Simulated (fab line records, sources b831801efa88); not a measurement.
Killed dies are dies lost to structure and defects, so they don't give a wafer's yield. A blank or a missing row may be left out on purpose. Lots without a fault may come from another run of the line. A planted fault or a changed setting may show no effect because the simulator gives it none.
A struck lot beside a sound one | flow sky130 | 15 steps out of a route of 708
Sound: wafers L988.2, L988.4, L988.6. Struck: wafers L999.1, L999.2, L999.5. The cause comes at the end.
At each step with rows: each side's tool, then ch and its chambers, then its first start. Under that, the readings that differ: sound wafers | struck wafers | difference of the means | sigmas: that difference in standard deviations of wafers without a fault.
alike: readings whose means differ by less than 2 such deviations, and words and numbers that are the same on both sides. not compared: withheld readings, readings that some wafer has no value for, bounds like >300 that may hide the same value, and numbers for which the record gives no deviation and whose values overlap.
The two part at a step that has a row with sigmas, a row that says differs or no value, or rows on one side only. Numbers that don't overlap but have no deviation are shown without sigmas and don't part them. A reading that every wafer of one side lacks parts them only if that side has two wafers or more.

first, 2 steps without rows for these wafers: SKY_FIELD_ISO_WET_ETCH_21 (etches SiO2 in dHF, target depth 20 nm, time 400 s); SKY_FIELD_ISO_OXIDATION_22 (stabilise 600 s, purge 300 s, target thk 10 nm).
SKY_FIELD_ISO_THK_MEAS_23:
  sound on film_metro-03, day 2 22:10; struck on film_metro-03, day 5 08:25
  reading                         | sound          | struck            | difference | sigmas
  FIELD_ISO_OXIDATION_01_THK (nm) | 9.56 9.68 9.58 | 10.04 10.24 10.19 | +0.55      | +3
then, 1 step without rows for these wafers: SKY_FIELD_ISO_CVD_24 (deposits SiO2, target thk 595 nm, time 99.2 s).
SKY_FIELD_ISO_THK_MEAS_25:
  sound on film_metro-01, day 2 22:18; struck on film_metro-01, day 5 08:32
  alike: FIELD_ISO_CVD_24_THK
then, 1 step without rows for these wafers: SKY_FIELD_ISO_ANNEAL_26 (time 1800 s).
SKY_FIELD_ISO_CMP_27: polishes, stops on Si3N4, t overpolish 16 s, target thk 457.8 nm.
  sound on cmp-01 ch 1,2,3, day 2 23:54; struck on cmp-01 ch 2,3, day 5 10:06
  alike: motor_current_A, overpolish_run_s, time_to_endpoint_s
then, 5 steps without rows for these wafers: SKY_FIELD_ISO_WET_ETCH_28 (etches SiO2 in dHF, target depth 23.7 nm, time 47 s); SKY_FIELD_ISO_WET_ETCH_29 (etches Si3N4 in H3PO4, target depth 160 nm, time 1825 s); SKY_FIELD_ISO_WET_ETCH_30 (etches SiO2 in dHF, target depth 25 nm, time 50 s); SKY_NWELL_CLEAN_00 (cleans in SC1/SC2, time 150 s); SKY_NWELL_OXIDATION_01 (stabilise 600 s, purge 300 s, target thk 10 nm).
SKY_NWELL_THK_MEAS_02:
  sound on film_metro-04, day 3 02:14; struck on film_metro-02, day 5 12:55
  reading                  | sound          | struck            | difference | sigmas
  NWELL_OXIDATION_THK (nm) | 9.79 9.78 9.73 | 10.23 10.34 10.44 | +0.57      | +4
  not compared: hold
then, 1 step without rows for these wafers: SKY_DNWELL_DEHYDRATE_00 (time 60 s).
-- the record jumps here: 44 days lie between the struck wafers' starts before and after (it left off in module DNWELL and takes up again in module PAD_OPEN, whose first step shown is number 708 of the route) --
SKY_PAD_OPEN_PROBE_99:
  sound on prober-01, day 46 11:36; struck on prober-01, day 49 05:32
  alike: killed_at_M0_to_M3, killed_at_M4_up, killed_at_contacts, killed_at_front_end, killed_at_other, killed_dies, killed_open, killed_short

WHERE THEY PART
First at SKY_FIELD_ISO_THK_MEAS_23; last, within this record, at SKY_NWELL_THK_MEAS_02. Later steps at which nothing parts them and some readings are alike: SKY_PAD_OPEN_PROBE_99.

WHY: what the simulator had put in
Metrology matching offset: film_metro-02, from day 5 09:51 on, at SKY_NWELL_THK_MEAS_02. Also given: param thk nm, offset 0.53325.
